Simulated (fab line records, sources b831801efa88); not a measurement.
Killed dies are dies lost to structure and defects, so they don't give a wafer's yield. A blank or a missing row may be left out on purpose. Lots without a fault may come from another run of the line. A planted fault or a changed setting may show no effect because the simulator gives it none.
fab line records | flow sky130
record lots=10 wafers=30 last_day=50
route steps=708 shown VIA2@531 METAL3@534 CAPM@537 PAD_OPEN@708
lots that met no fault: from a run of the same line without faults
start_h: hours from the record's first day to the start of the lot's first wafer shown | wait_h: hours since the lot's step before | " the same as in the row above | L1.1+2: a row that stands for several wafers | - no value, or no start given | * or withheld: withheld | < > ~ a bound
route shown NAME@n: a module of which the file shows steps, and the number in the route of the first | usual: mean/standard deviation of fault-free wafers | same: alike in all rows | chamber/n: place in a boat | sites: the reading at each site | _std_site: their standard deviation | _edge_site: outer sites' mean less inner sites' | radius_mm: how far each site lies from the wafer's centre | mask NAME#n: copy n | behind: the tool/chamber that last shaped the wafer | hold: why the lot was held/for how many hours/how that ended | device: the transistor (n, p or np) that didn't switch | end of line: the same wafers' tests at the end of the route | a step without rows: its recipe alone | killed: dies lost to structure and defects at the first sort, not the wafer's yield | map: a wafer's dies, x killed, . not, _ none there
set.NAME: the setting as run; set.NAME@STEP: as run at that earlier step | model.NAME: the simulator's own value behind a step, which no gauge read
steps of the route over a sample of lots; a table a step, a row a wafer
services: from which hour (start_h, from the record's first day; less than 0 if before it) a tool's chamber was out of use, for how many hours, and why
## steps
# step SKY_VIA2_CMP_24
# recipe stop_on=SiO2 t_overpolish_s=20 down_force_psi=3.5 platen_rpm=60 target_thk_nm=0 pad_velocity_m_s=0.94248
# usual head_pressure_psi=3.500/0.0081 motor_current_A=10.3/0.86 overpolish_run_s=20.001/0.0097 time_to_endpoint_s=101/3.3
# columns lot.wafer tool chamber start_h wait_h head_pressure_psi motor_current_A overpolish_run_s time_to_endpoint_s
L121.2 cmp-02 0 840.73 0.0 3.508 9.7 19.997 98
L121.3 " 1 " " 3.491 10.2 19.976 100
L121.1 " 3 " " 3.501 9.9 20.010 97
L122.2 cmp-02 3 842.63 0.0 3.498 9.9 20.015 94
L122.3 " 1 " " 3.497 10.3 20.000 95
L122.5 " 0 " " 3.526 9.5 20.004 98
L123.3 cmp-02 0 857.32 0.0 3.484 9.5 19.989 98
L123.2 " 3 " " 3.504 10.6 20.000 99
L123.6 " 0 " " 3.502 9.8 19.978 102
L130.4 cmp-02 1 929.72 0.6 3.503 10.4 20.010 101
L130.3 " 3 " " 3.509 10.3 19.998 100
L130.5 " 1 " " 3.500 10.4 20.011 101
L132.1 cmp-01 2 943.36 0.2 3.490 8.5 19.992 92
L132.5 " 3 " " 3.504 10.9 20.002 98
L132.6 " 0 " " 3.517 11.7 19.999 93
L134.3 cmp-01 1 947.52 0.1 3.496 10.5 20.011 102
L134.2 " 2 " " 3.500 8.7 20.007 106
L134.6 " 0 " " 3.495 12.3 20.005 100
L140.4 cmp-02 1 982.49 0.0 3.495 10.0 19.994 105
L140.1 " 3 " " 3.476 10.7 19.985 103
L140.3 " 0 " " 3.499 9.5 19.991 104
L141.2 cmp-01 2 995.29 0.0 3.493 8.5 19.985 106
L141.1 " 1 " " 3.496 10.1 19.998 104
L141.6 " 2 " " 3.490 8.5 19.999 105
L143.4 cmp-01 1 1003.58 0.0 3.500 9.9 20.000 105
L143.1 " 3 " " 3.518 10.3 20.004 104
L143.6 " 1 " " 3.491 10.1 20.000 104
L144.2 cmp-01 2 1010.24 0.0 3.500 8.5 19.998 102
L144.3 " 3 " " 3.506 10.2 19.990 106
L144.1 " 1 " " 3.507 10.4 20.027 103
# step SKY_METAL3_SPUTTER_02
# recipe material=AlCu target_thk_nm=735 power_w=10600 time_s=39.1 chamber_pressure_pa=0.4163
# usual throttle_valve_pct=29.2/0.92
# columns lot.wafer tool chamber start_h wait_h throttle_valve_pct
L121.1 pvd_sputter-04 - 841.08 0.0 29.3
L121.2 " - " " 27.4
L121.3 " - " " 29.0
L122.2 pvd_sputter-01 - 842.98 0.0 29.7
L122.3 " - " " 30.5
L122.5 " - " " 30.3
L123.2 pvd_sputter-04 - 857.67 0.0 29.3
L123.3 " - " " 28.8
L123.6 " - " " 29.8
L130.3 pvd_sputter-03 - 930.02 0.0 29.3
L130.4 " - " " 29.6
L130.5 " - " " 29.8
L132.1 pvd_sputter-03 - 943.55 0.0 28.8
L132.5 " - " " 30.2
L132.6 " - " " 28.8
L134.2 pvd_sputter-03 - 947.77 0.0 30.1
L134.3 " - " " 29.0
L134.6 " - " " 29.2
L140.1 pvd_sputter-01 - 982.84 0.0 29.3
L140.3 " - " " 30.4
L140.4 " - " " 30.5
L141.1 pvd_sputter-04 - 995.63 0.0 27.0
L141.2 " - " " 29.7
L141.6 " - " " 29.1
L143.1 pvd_sputter-01 - 1003.93 0.0 29.2
L143.4 " - " " 29.4
L143.6 " - " " 29.1
L144.1 pvd_sputter-03 - 1010.59 0.0 29.8
L144.2 " - " " 29.1
L144.3 " - " " 30.2
# step SKY_CAPM_CVD_00
# recipe material=SiO2 target_thk_nm=15.5 temp_c=400 time_s=withheld rf_w=450
# usual heater_power_w=749/130 susceptor_temp_C=400.01/0.23
# columns lot.wafer tool chamber start_h wait_h heater_power_w susceptor_temp_C
L121.1 pecvd-02 0 841.18 0.0 536 400.06
L121.2 " 2 " " 753 400.63
L121.3 " 1 " " 769 400.28
L122.2 pecvd-03 1 843.08 0.0 699 400.37
L122.3 " 0 " " 838 400.04
L122.5 " 1 " " 689 400.67
L123.2 pecvd-02 0 857.77 0.0 548 400.19
L123.3 " 2 " " 721 400.38
L123.6 " 1 " " 662 399.58
L130.3 pecvd-01 1 930.12 0.0 988 400.02
L130.4 " 1 " " 975 400.05
L130.5 " 0 " " 681 400.38
L132.1 pecvd-02 0 943.66 0.0 488 400.14
L132.5 " 2 " " 782 399.85
L132.6 " 1 " " 778 399.68
L134.2 pecvd-01 1 947.87 0.0 928 400.05
L134.3 " 0 " " 648 400.38
L134.6 " 1 " " 931 400.28
L140.1 pecvd-03 1 982.94 0.0 807 400.29
L140.3 " 0 " " 861 400.04
L140.4 " 2 " " 726 400.00
L141.1 pecvd-03 0 995.74 0.0 719 400.15
L141.2 " 1 " " 735 399.75
L141.6 " 1 " " 740 399.89
L143.1 pecvd-02 0 1004.03 0.0 534 400.30
L143.4 " 2 " " 784 399.93
L143.6 " 0 " " 553 400.52
L144.1 pecvd-02 2 1010.69 0.0 676 399.66
L144.2 " 0 " " 523 400.47
L144.3 " 1 " " 652 400.06
# step SKY_CAPM_THK_MEAS_01
# recipe reads=SiO2_of_CAPM_CVD_00
# usual CAPM_CVD_00_THK=15.40/0.19
# columns lot.wafer tool chamber start_h wait_h hold CAPM_CVD_00_THK[nm]
L121.1 film_metro-03 - 841.20 - - 15.22
L121.2 " - " " - 15.15
L121.3 " - " " - 15.19
L122.2 film_metro-02 - 843.12 - - 15.51
L122.3 " - " " - 15.52
L122.5 " - " " - 15.73
L123.2 film_metro-02 - 857.81 - - 15.18
L123.3 " - " " - 15.29
L123.6 " - " " - 15.48
L130.3 film_metro-02 - 930.16 - - 15.22
L130.4 " - " " - 15.33
L130.5 " - " " - 15.32
L132.1 film_metro-03 - 943.68 - - 15.33
L132.5 " - " " - 15.82
L132.6 " - " " - 15.58
L134.2 film_metro-04 - 947.91 - - 15.30
L134.3 " - " " - 15.35
L134.6 " - " " - 15.54
L140.1 film_metro-03 - 982.96 - - 15.30
L140.3 " - " " - 15.17
L140.4 " - " " - 15.30
L141.1 film_metro-02 - 995.76 - await_dispo/0.2h/release 15.55
L141.2 " - " " await_dispo/0.2h/release 18.23
L141.6 " - " " await_dispo/0.2h/release 18.65
L141.1 film_metro-02 - 995.99 0.2 - 15.50
L141.2 " - " " - 18.30
L141.6 " - " " - 18.68
L143.1 film_metro-03 - 1004.05 - - 15.14
L143.4 " - " " - 15.58
L143.6 " - " " - 15.28
L144.1 film_metro-02 - 1010.71 - - 15.17
L144.2 " - " " - 15.23
L144.3 " - " " - 15.10
# step SKY_CAPM_RS_MEAS_03
# recipe thk_meas_gauge=four-point-probe reads=TiN_of_CAPM_SPUTTER_02
# usual CAPM_TIN_RS=6.91/0.081
# columns lot.wafer tool chamber start_h wait_h CAPM_TIN_RS[ohm/sq]
L121.1 film_metro-03 - 841.37 0.1 7.11
L121.2 " - " " 7.05
L121.3 " - " " 7.09
L122.2 film_metro-03 - 843.29 0.1 6.93
L122.3 " - " " 6.85
L122.5 " - " " 6.88
L123.2 film_metro-03 - 857.98 0.1 7.06
L123.3 " - " " 6.95
L123.6 " - " " 7.05
L130.3 film_metro-04 - 930.35 0.1 6.81
L130.4 " - " " 6.87
L130.5 " - " " 6.85
L132.1 film_metro-04 - 943.85 0.1 6.76
L132.5 " - " " 6.80
L132.6 " - " " 6.79
L134.2 film_metro-03 - 948.08 0.1 6.94
L134.3 " - " " 6.90
L134.6 " - " " 6.93
L140.1 film_metro-03 - 983.13 0.1 6.95
L140.3 " - " " 6.97
L140.4 " - " " 7.01
L141.1 film_metro-03 - 1000.79 0.1 7.03
L141.2 " - " " 7.00
L141.6 " - " " 7.04
L143.1 film_metro-04 - 1004.22 0.1 6.77
L143.4 " - " " 6.81
L143.6 " - " " 6.82
L144.1 film_metro-04 - 1010.88 0.1 6.90
L144.2 " - " " 6.97
L144.3 " - " " 6.93
# step SKY_METAL3_ETCH_17
# recipe target=SiO2 stop_on=TiN chemistry=C4F8/O2/Ar source_w=1500 bias_w=1200 pressure_mtorr=40 c4f8_flow_sccm=withheld O2_flow_sccm=6 Ar_flow_sccm=300 time_s=3.9 target_depth_a=150
# usual bias_w=1200/4.1 oes_product_au=0.752/0.0064
# columns lot.wafer tool chamber start_h wait_h bias_w oes_product_au rf_hours_counter_h
L121.1 rie_diel-04 2 894.06 0.1 1197 0.742 16
L121.2 " 0 " " 1202 0.749 11
L121.3 " 3 " " 1194 0.751 16
L122.2 rie_diel-02 3 896.12 0.1 1201 0.753 12
L122.3 " 0 " " 1203 0.752 9
L122.5 " 2 " " 1206 0.762 -
L123.2 rie_diel-03 3 909.75 0.1 1194 0.753 0
L123.3 " 2 " " 1199 0.741 16
L123.6 " 2 " " 1198 0.753 -
L130.3 rie_diel-04 0 979.22 0.0 1200 0.759 14
L130.4 " 2 " " 1201 0.755 19
L130.5 " 1 " " 1195 0.758 -
L132.1 rie_diel-04 2 993.65 0.1 1198 0.747 19
L132.5 " 1 " " 1201 0.763 -
L132.6 " 2 " " 1200 0.751 -
L134.2 rie_diel-03 1 996.66 0.1 1193 0.746 16
L134.3 " 3 " " 1212 0.750 3
L134.6 " 3 " " 1210 0.749 -
L140.1 rie_diel-04 0 1029.45 0.1 1203 0.746 16
L140.3 " 1 " " 1193 0.750 21
L140.4 " 2 " " 1204 0.748 20
L141.1 rie_diel-02 1 1041.92 0.1 1200 0.756 7
L141.2 " 3 " " 1198 0.822 16
L141.6 " 3 " " 1201 0.835 -
L143.1 rie_diel-03 2 1049.31 0.1 1200 0.747 21
L143.4 " 1 " " 1197 0.746 18
L143.6 " 0 " " 1201 0.758 -
L144.1 rie_diel-03 0 1055.35 0.1 1201 0.746 15
L144.2 " 2 " " 1205 0.748 21
L144.3 " 3 " " 1200 0.750 5
# step SKY_PAD_OPEN_PROBE_99
# usual defect_limited_yield=82.4/1.9 killed_at_M0_to_M3=44/7.2 killed_at_M4_up=3.2/1.8 killed_at_contacts=24/5.4 killed_at_front_end=15/4 killed_at_other=0.3/0.56 killed_dies=87/9.2 killed_on_rim=17/4 killed_open=47/7.3 killed_short=39/5.7 sort_bin_3_pad_short=0.9/0.45 sort_bin_5_function=10.6/1.5 sort_bin_6_memory=6.2/1.1 sort_n_pass=405/9.2 sort_yield_pct=82.4/1.9
# same gross_dies=492 killed_at_back_side=0 sort_bin_4_leakage[%]=0 sort_bin_8_speed[%]=0
# columns lot.wafer tool chamber start_h wait_h defect_limited_yield[%] killed_at_M0_to_M3 killed_at_M4_up killed_at_contacts killed_at_front_end killed_at_other killed_dies killed_on_rim killed_open killed_short sort_bin_3_pad_short[%] sort_bin_5_function[%] sort_bin_6_memory[%] sort_n_pass sort_yield_pct[%]
L121.1 prober-02 - 1067.10 0.1 82.3 53 2 21 10 1 87 13 49 38 0.4 11.8 5.5 405 82.3
L121.2 prober-02 - 1067.15 0.1 83.7 44 4 22 10 0 80 10 43 35 0.8 9.6 5.9 412 83.7
L121.3 prober-02 - 1067.20 0.2 83.5 39 1 23 15 3 81 13 44 37 1.0 10.2 5.3 411 83.5
L122.2 prober-01 - 1069.67 0.1 82.9 43 1 27 13 0 84 17 48 36 0.4 10.8 5.9 408 82.9
L122.3 prober-01 - 1069.72 0.2 85.4 28 4 19 21 0 72 12 34 38 0.8 9.1 4.7 420 85.4
L122.5 prober-01 - 1069.82 0.2 80.9 46 7 23 18 0 94 23 60 34 0.4 10.4 8.3 398 80.9
L123.2 prober-02 - 1080.79 0.1 80.1 52 4 25 17 0 98 22 55 43 1.0 13.2 5.7 394 80.1
L123.3 prober-02 - 1080.84 0.2 79.3 42 4 38 18 0 102 26 60 41 0.4 11.8 8.5 390 79.3
L123.6 prober-02 - 1080.99 0.2 78.3 48 1 32 26 0 107 22 61 46 1.4 12.8 7.5 385 78.3
L130.3 prober-02 - 1139.76 0.2 83.1 38 7 19 19 0 83 21 47 36 0.6 10.2 6.1 409 83.1
L130.4 prober-02 - 1139.81 0.2 82.7 38 3 29 14 1 85 20 51 34 0.4 10.8 6.1 407 82.7
L130.5 prober-02 - 1139.86 0.2 81.5 40 5 29 17 0 91 16 52 39 0.6 12.0 5.9 401 81.5
L132.1 prober-02 - 1152.16 0.1 79.3 47 2 41 12 0 102 21 57 45 1.8 11.6 7.3 390 79.3
L132.5 prober-02 - 1152.36 0.2 81.7 52 2 25 9 2 90 29 46 43 1.4 10.8 6.1 402 81.7
L132.6 prober-02 - 1152.41 0.2 82.9 43 4 20 17 0 84 11 44 40 0.6 10.2 6.3 408 82.9
L134.2 prober-01 - 1152.56 0.1 84.3 51 1 16 9 0 77 11 48 29 1.6 8.5 5.5 415 84.3
L134.3 prober-01 - 1152.61 0.2 87.2 31 3 16 12 1 63 10 26 37 0.8 7.7 4.3 429 87.2
L134.6 prober-01 - 1152.76 0.2 79.3 50 6 30 16 0 102 21 60 42 1.4 12.6 6.7 390 79.3
L140.1 prober-01 - 1178.51 0.1 84.6 37 3 21 14 1 76 24 41 35 0.2 11.0 4.3 416 84.6
L140.3 prober-01 - 1178.61 0.2 83.1 41 4 27 11 0 83 21 53 30 0.6 10.4 5.9 409 83.1
L140.4 prober-01 - 1178.66 0.2 80.5 47 4 35 9 1 96 17 45 51 1.2 11.0 7.3 396 80.5
L141.1 prober-02 - 1187.38 0.1 82.1 38 2 24 24 0 88 16 40 46 0.2 11.4 6.3 404 82.1
L141.2 prober-02 - 1187.43 0.1 84.3 36 5 15 21 0 77 18 42 35 0.2 9.6 5.9 415 84.3
L141.6 prober-02 - 1187.63 0.2 85.0 32 3 22 17 0 74 12 40 33 0.4 9.8 4.9 418 85.0
L143.1 prober-02 - 1191.64 0.1 85.0 46 1 14 13 0 74 10 41 33 1.4 7.9 5.7 418 85.0
L143.4 prober-02 - 1191.79 0.2 82.3 49 3 23 12 0 87 22 49 38 0.8 11.4 5.5 405 82.3
L143.6 prober-02 - 1191.89 0.2 84.6 41 5 14 16 0 76 18 42 34 0.8 8.3 6.3 416 84.6
L144.1 prober-01 - 1196.23 0.1 81.7 49 1 18 22 0 90 15 50 40 1.4 10.6 6.3 402 81.7
L144.2 prober-01 - 1196.28 0.1 79.7 51 6 22 21 0 100 26 59 39 0.8 11.8 7.7 392 79.7
L144.3 prober-01 - 1196.33 0.2 80.9 50 1 28 15 0 94 20 55 38 0.4 11.2 7.5 398 80.9
# killed by level:class
L121.1 VIA3:geometric_particle:open=13 VIA2:geometric_particle:open=9 LI_CONTACT:geometric_particle:open=8 VIA1:geometric_particle:open=8 CONTACT:geometric_particle:open=6 METAL3:geometric_particle:short=6 FIELD_ISO:geometric_particle:short=5 METAL2:geometric_particle:short=5
L121.2 VIA1:geometric_particle:open=11 CONTACT:geometric_particle:open=9 VIA3:geometric_particle:open=8 CONTACT:geometric_particle:short=6 VIA1:geometric_particle:short=5 METAL2:geometric_particle:short=5 VIA3:geometric_particle:short=5 LOCAL_INTERCONNECT:geometric_particle:short=4
L121.3 CONTACT:geometric_particle:open=10 POLY_GATE:geometric_particle:open=7 LI_CONTACT:geometric_particle:open=7 VIA3:geometric_particle:open=6 VIA1:geometric_particle:open=6 FIELD_ISO:geometric_particle:short=5 METAL1:geometric_particle:short=5 VIA2:geometric_particle:open=5
L122.2 LI_CONTACT:geometric_particle:open=10 VIA1:geometric_particle:open=9 VIA3:geometric_particle:open=8 VIA2:geometric_particle:open=6 CONTACT:geometric_particle:open=5 CONTACT:geometric_particle:short=5 METAL2:geometric_particle:short=5 POLY_GATE:geometric_particle:short=4
L122.3 VIA1:geometric_particle:open=8 CONTACT:geometric_particle:open=7 POLY_GATE:geometric_particle:short=6 METAL2:geometric_particle:short=5 FIELD_ISO:geometric_particle:open=4 METAL1:geometric_particle:short=4 METAL4:geometric_particle:short=4 FIELD_ISO:geometric_particle:short=3
L122.5 CONTACT:geometric_particle:open=13 VIA3:geometric_particle:open=13 FIELD_ISO:geometric_particle:open=7 VIA2:geometric_particle:open=7 VIA1:geometric_particle:open=6 METAL1:geometric_particle:short=5 LI_CONTACT:geometric_particle:open=5 VIA2:geometric_particle:short=5
L123.2 VIA1:geometric_particle:open=12 VIA3:geometric_particle:open=9 VIA2:geometric_particle:open=8 CONTACT:geometric_particle:short=8 CONTACT:geometric_particle:open=7 VIA1:geometric_particle:short=7 METAL2:geometric_particle:short=7 LI_CONTACT:geometric_particle:open=6
L123.3 CONTACT:geometric_particle:open=15 LI_CONTACT:geometric_particle:open=13 VIA1:geometric_particle:open=12 VIA2:geometric_particle:open=5 POLY_GATE:geometric_particle:short=5 CONTACT:geometric_particle:short=5 METAL1:geometric_particle:short=5 VIA2:geometric_particle:short=4
L123.6 CONTACT:geometric_particle:open=13 VIA1:geometric_particle:open=13 FIELD_ISO:geometric_particle:open=10 LI_CONTACT:geometric_particle:open=8 VIA2:geometric_particle:open=7 FIELD_ISO:geometric_particle:short=6 METAL1:geometric_particle:short=5 POLY_GATE:geometric_particle:short=4
L130.3 VIA3:geometric_particle:open=11 VIA1:geometric_particle:open=8 LOCAL_INTERCONNECT:geometric_particle:short=6 CONTACT:geometric_particle:open=6 POLY_GATE:geometric_particle:open=5 VIA2:geometric_particle:open=5 FIELD_ISO:geometric_particle:open=4 LI_CONTACT:geometric_particle:open=4
L130.4 CONTACT:geometric_particle:open=9 VIA2:geometric_particle:open=8 LI_CONTACT:geometric_particle:open=7 CONTACT:geometric_particle:short=7 VIA1:geometric_particle:open=7 VIA3:geometric_particle:open=7 VIA1:geometric_particle:short=5 FIELD_ISO:geometric_particle:open=4
L130.5 CONTACT:geometric_particle:open=11 VIA1:geometric_particle:open=8 FIELD_ISO:geometric_particle:open=7 CONTACT:geometric_particle:short=7 METAL1:geometric_particle:short=7 VIA2:geometric_particle:open=6 POLY_GATE:geometric_particle:open=5 LI_CONTACT:geometric_particle:open=5
L132.1 CONTACT:geometric_particle:open=20 LI_CONTACT:geometric_particle:open=10 VIA2:geometric_particle:short=8 VIA1:geometric_particle:open=7 VIA2:geometric_particle:open=7 CONTACT:geometric_particle:short=6 METAL1:geometric_particle:short=6 METAL3:geometric_particle:short=6
L132.5 CONTACT:geometric_particle:open=11 VIA2:geometric_particle:open=11 LI_CONTACT:geometric_particle:open=8 METAL3:geometric_particle:short=8 VIA1:geometric_particle:open=7 VIA2:geometric_particle:short=7 METAL1:geometric_particle:short=5 POLY_GATE:geometric_particle:open=3
L132.6 VIA2:geometric_particle:open=8 VIA3:geometric_particle:open=8 VIA1:geometric_particle:open=7 METAL2:geometric_particle:short=6 LOCAL_INTERCONNECT:geometric_particle:short=6 CONTACT:geometric_particle:open=6 CONTACT:geometric_particle:short=5 VIA1:geometric_particle:short=5
L134.2 VIA1:geometric_particle:open=12 VIA3:geometric_particle:open=10 VIA2:geometric_particle:open=8 CONTACT:geometric_particle:open=7 VIA1:geometric_particle:short=7 METAL2:geometric_particle:short=5 LI_CONTACT:geometric_particle:open=4 FIELD_ISO:geometric_particle:short=3
L134.3 METAL2:geometric_particle:short=7 VIA1:geometric_particle:open=7 CONTACT:geometric_particle:open=6 CONTACT:geometric_particle:short=4 FIELD_ISO:geometric_particle:short=3 SONOS_ONO:geometric_particle:short=3 LI_CONTACT:geometric_particle:open=3 METAL2:geometric_particle:open=3
L134.6 VIA2:geometric_particle:open=12 LI_CONTACT:geometric_particle:open=11 VIA1:geometric_particle:open=9 METAL2:geometric_particle:short=6 VIA3:geometric_particle:open=6 METAL4:geometric_particle:short=5 CONTACT:geometric_particle:short=5 CONTACT:geometric_particle:open=5
L140.1 CONTACT:geometric_particle:open=11 VIA2:geometric_particle:open=7 LI_CONTACT:geometric_particle:open=5 METAL1:geometric_particle:short=5 VIA1:geometric_particle:open=5 METAL2:geometric_particle:short=5 VIA3:geometric_particle:open=4 POLY_GATE:geometric_particle:short=3
L140.3 LI_CONTACT:geometric_particle:open=10 VIA1:geometric_particle:open=10 CONTACT:geometric_particle:open=9 VIA2:geometric_particle:open=7 FIELD_ISO:geometric_particle:open=6 LI_CONTACT:geometric_particle:short=5 METAL2:geometric_particle:short=5 VIA3:geometric_particle:open=5
L140.4 CONTACT:geometric_particle:open=12 VIA1:geometric_particle:short=11 VIA2:geometric_particle:open=8 LI_CONTACT:geometric_particle:short=7 LI_CONTACT:geometric_particle:open=7 VIA1:geometric_particle:open=7 CONTACT:geometric_particle:short=6 METAL2:geometric_particle:short=5
L141.1 VIA1:geometric_particle:open=10 VIA2:geometric_particle:open=7 FIELD_ISO:geometric_particle:short=6 POLY_GATE:geometric_particle:short=6 FIELD_ISO:geometric_particle:open=5 LI_CONTACT:geometric_particle:short=5 LI_CONTACT:geometric_particle:open=5 CONTACT:geometric_particle:short=5
L141.2 CONTACT:geometric_particle:open=7 FIELD_ISO:geometric_particle:short=5 METAL1:geometric_particle:short=5 VIA3:geometric_particle:short=5 VIA1:geometric_particle:open=5 VIA3:geometric_particle:open=5 VIA2:geometric_particle:open=5 METAL4:geometric_particle:short=5
L141.6 VIA1:geometric_particle:open=9 LI_CONTACT:geometric_particle:open=8 CONTACT:geometric_particle:open=6 VIA2:geometric_particle:open=6 FIELD_ISO:geometric_particle:short=5 FIELD_ISO:geometric_particle:open=5 POLY_GATE:geometric_particle:short=5 VIA1:geometric_particle:short=4
L143.1 VIA1:geometric_particle:open=13 VIA3:geometric_particle:open=6 VIA1:geometric_particle:short=6 LI_CONTACT:geometric_particle:open=5 VIA2:geometric_particle:open=5 POLY_GATE:geometric_particle:open=4 POLY_GATE:geometric_particle:short=4 CONTACT:geometric_particle:short=4
L143.4 CONTACT:geometric_particle:open=11 VIA1:geometric_particle:open=9 VIA3:geometric_particle:open=9 VIA2:geometric_particle:open=7 CONTACT:geometric_particle:short=6 VIA1:geometric_particle:short=6 METAL2:geometric_particle:short=6 POLY_GATE:geometric_particle:open=4
L143.6 VIA1:geometric_particle:open=10 CONTACT:geometric_particle:open=8 FIELD_ISO:geometric_particle:short=7 VIA3:geometric_particle:open=7 VIA2:geometric_particle:open=7 METAL1:geometric_particle:short=4 VIA1:geometric_particle:short=4 METAL4:geometric_particle:short=4
L144.1 VIA3:geometric_particle:open=10 VIA1:geometric_particle:open=10 METAL2:geometric_particle:short=8 CONTACT:geometric_particle:open=7 FIELD_ISO:geometric_particle:short=6 POLY_GATE:geometric_particle:open=6 VIA1:geometric_particle:short=5 METAL1:geometric_particle:short=5
L144.2 VIA1:geometric_particle:open=16 CONTACT:geometric_particle:open=9 METAL1:geometric_particle:short=8 LI_CONTACT:geometric_particle:open=6 METAL2:geometric_particle:short=6 FIELD_ISO:geometric_particle:open=4 VIA1:geometric_particle:short=4 VIA3:geometric_particle:open=4
L144.3 VIA1:geometric_particle:open=15 CONTACT:geometric_particle:open=11 METAL1:geometric_particle:short=11 VIA3:geometric_particle:open=7 CONTACT:geometric_particle:short=6 VIA2:geometric_particle:open=6 LI_CONTACT:geometric_particle:short=5 LI_CONTACT:geometric_particle:open=4
## services
# columns tool chamber start_h hours kind
pvd_sputter-03 - 821.82 2.6 repair
pvd_sputter-01 - 828.51 3.0 repair
pecvd-03 1 829.42 6.5 repair
pvd_sputter-03 - 831.59 0.9 repair
rie_diel-04 1 844.44 16.2 repair
rie_diel-03 2 851.01 8.0 repair
rie_diel-03 0 887.95 4.0 repair
cmp-01 - 894.05 0.2 repair
rie_diel-03 0 907.70 4.6 repair
rie_diel-04 3 910.51 33.5 repair
cmp-01 - 912.13 4.0 pm
pecvd-03 1 919.06 5.3 repair
pvd_sputter-04 - 923.77 2.0 repair
pvd_sputter-01 - 927.30 2.9 repair
cmp-01 - 928.51 1.8 repair
pecvd-02 0 929.10 3.9 repair
pvd_sputter-03 - 930.74 1.1 repair
cmp-02 - 944.85 2.2 repair
cmp-01 - 956.91 4.2 pm
cmp-01 - 965.56 3.6 repair
rie_diel-03 0 997.67 10.1 repair
rie_diel-04 2 1010.83 4.7 repair
cmp-02 - 1019.46 16.0 pm
cmp-02 - 1035.44 6.1 pm
## key
first_sign step=SKY_CAPM_THK_MEAS_01 reading=visit direction=added
effect step=SKY_CAPM_THK_MEAS_01 reading=CAPM_CVD_00_THK direction=up sigmas=16 usual=15.40 struck=18.44
effect step=SKY_METAL3_ETCH_17 reading=oes_product_au direction=up sigmas=12 usual=0.752 struck=0.828
met_at SKY_CAPM_CVD_00
struck_lots L141
struck_wafers L141.2,L141.6
not_acting_at SKY_VIA2_CMP_24,SKY_METAL3_SPUTTER_02,SKY_CAPM_RS_MEAS_03
onset_between 982.94 995.74
fault kind=process_parameter_drift tool=pecvd-03 chamber=1 onset_h=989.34 steps=SKY_CAPM_CVD_00 channel=time_s offset=withheld shape=step end_h=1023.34 acts_in=*
